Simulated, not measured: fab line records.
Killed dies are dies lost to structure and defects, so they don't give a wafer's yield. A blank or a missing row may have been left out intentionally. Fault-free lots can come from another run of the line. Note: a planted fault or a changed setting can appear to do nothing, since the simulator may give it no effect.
Which of the tools did it? + flow gf180mcu + Sampling: 6 lots, 18 wafers, 2 of 602 route steps

WHAT EACH GAUGE READ, for each wafer
GF_DUAL_GATE_THK_MEAS_03.
| lot  | measured     | on            | DUAL_GATE_OXIDATION_00_THK (nm) |
|------|--------------|---------------|---------------------------------|
| L595 | day 8 00:17  | film_metro-04 | 10.96 10.91 10.81               |
| L599 | day 9 10:20  | film_metro-01 | 11.19 11.17 11.31               |
| L601 | day 10 03:06 | film_metro-04 | 10.86 10.91 10.81               |
| L603 | day 10 13:31 | film_metro-04 | 10.93 10.91 10.72               |
| L606 | day 11 12:34 | film_metro-01 | 9.58 9.81 9.62                  |
| L615 | day 13 15:25 | film_metro-04 | 10.53 10.83 10.81               |

WHAT TOOL EACH LOT RAN ON (gives the tool, then ch and the chambers of the sampled wafers, and finally the start)
| lot  | GF_DUAL_GATE_OXIDATION_02     |
|------|-------------------------------|
| L595 | furnace-02 ch 0, day 7 22:49  |
| L599 | furnace-01 ch 0, day 9 08:54  |
| L601 | furnace-02 ch 0, day 10 01:40 |
| L603 | furnace-01 ch 0, day 10 12:04 |
| L606 | furnace-01 ch 0, day 11 11:07 |
| L615 | furnace-02 ch 0, day 13 13:58 |
- GF_DUAL_GATE_OXIDATION_02: stabilise 600 s, purge 300 s, target thk 10.887 nm.

THE ANSWER, worked out from the rows above alone
Rule: the usual values come from the lots themselves. The widest of any qualifying gaps counts: lots, ordered by their means at a reading, are off when they make up no more than a third of the lots, leave a main group of 4 or more, and stand apart from it by 3 or more times the standard deviation of that group's means. A main group is skipped when, at the precision printed for the reading in the tables above, its means are all equal. Also off: a lot with no number at a reading for which 4 or more lots have one. Where the step has rows for the other lots, those lots are counted as sound.
Off: at GF_DUAL_GATE_THK_MEAS_03 (DUAL_GATE_OXIDATION_00_THK), L606. Mean 10.91 nm and standard deviation 0.17 in the main group.
A tool fits if, at a process step before that reading, it ran every lot that is off, and no sound lot after the first of them. Those tools and the gauges at GF_DUAL_GATE_THK_MEAS_03 are tried in the same way. Undecided on this evidence; 2 tools fit (furnace-01 at GF_DUAL_GATE_OXIDATION_02, film_metro-01 at GF_DUAL_GATE_THK_MEAS_03).

WHAT HAD BEEN PUT IN BY THE SIMULATOR
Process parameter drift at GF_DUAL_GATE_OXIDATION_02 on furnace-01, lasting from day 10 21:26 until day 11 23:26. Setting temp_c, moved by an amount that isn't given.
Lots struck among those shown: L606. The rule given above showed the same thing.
